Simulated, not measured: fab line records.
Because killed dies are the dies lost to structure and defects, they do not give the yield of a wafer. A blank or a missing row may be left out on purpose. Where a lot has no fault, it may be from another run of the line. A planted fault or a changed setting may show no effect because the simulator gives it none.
Problem report in the 8D (eight disciplines) form, filled by code / flow gf180mcu / the parts of the form that need people (team, actions taken, sign-off) are left out

1. WHAT WENT WRONG
Wafers without a fault read 2.000 Pa, standard deviation 0.0041; chamber pressure pa at GF_MIM_SPUTTER_00 reads a mean of 1.714 Pa on 9 wafers belonging to 3 lots. That is -70 standard deviations from the usual mean.
The step: material Ti, target thk 37.5 nm, time 150 s.
First seen on wafer L845.4, day 27 13:58, on pvd sputter-03. Wafers with a number at this step in the record: 36, from 12 lots. The rule behind "out" and "out of limits": a value lying over 4 standard deviations away from the usual mean. The other wafers with a number count as sound.

2. WHAT THIS IS AND IS NOT
question=which readings at this step | is=chamber pressure pa | is not=-
question=which lots | is=L845, L846, L848 | is not=L837, L839, L843, L847, L849, L850, L855, L858, L859
question=which wafers of those lots | is=all that have a number | is not=-
question=read on which tools | is=pvd sputter-03 | is not=pvd sputter-01, pvd sputter-04
question=when | is=from day 27 13:58 | is not=up to then (9 sound wafers); but 18 sound wafers of L847, L849, L850, L855, L858, L859 came after

3. WHAT RULES OUT EACH SUSPECT
Counting: a tool at a process step up to the reading stays a suspect if it ran every lot that is out and no sound lot after the first of them.
- pvd sputter-03 at GF_MIM_SPUTTER_00 (material Ti, target thk 37.5 nm, time 150 s): ruled out as a lasting fault. After its first lot that is out, L845 (day 27 13:58), sound lots L859 ran on it.
Left after counting: nothing in the record.

4. THE CAUSE (what the simulator had put in)
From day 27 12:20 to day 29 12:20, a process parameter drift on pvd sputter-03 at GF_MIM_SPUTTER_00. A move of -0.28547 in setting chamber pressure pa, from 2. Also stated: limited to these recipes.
Counting ruled it out, wrongly.

5. THE CHAIN OF EFFECTS, in route order
Each row: a reading where the mean over the struck wafers with a number is more than 3 standard deviations away from the usual. Only readings whose record carries a usual standard deviation are examined. hours: median over the lots of the time between each lot's start at the first step of this table that gives one and its start at this step. sigmas: the change, counted in usual standard deviations.
hours=0; step=GF_MIM_SPUTTER_00; reading=chamber pressure pa; usual=2.000 Pa; on struck wafers=1.714; change=-0.286; sigmas=-70
Process steps it contains:
- GF_MIM_SPUTTER_00: material Ti, target thk 37.5 nm, time 150 s.

6. WHAT WOULD HAVE CAUGHT IT SOONER
2 hours passed between the start of the fault at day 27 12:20 and the first reading out of limits in this record, taken at day 27 13:58.
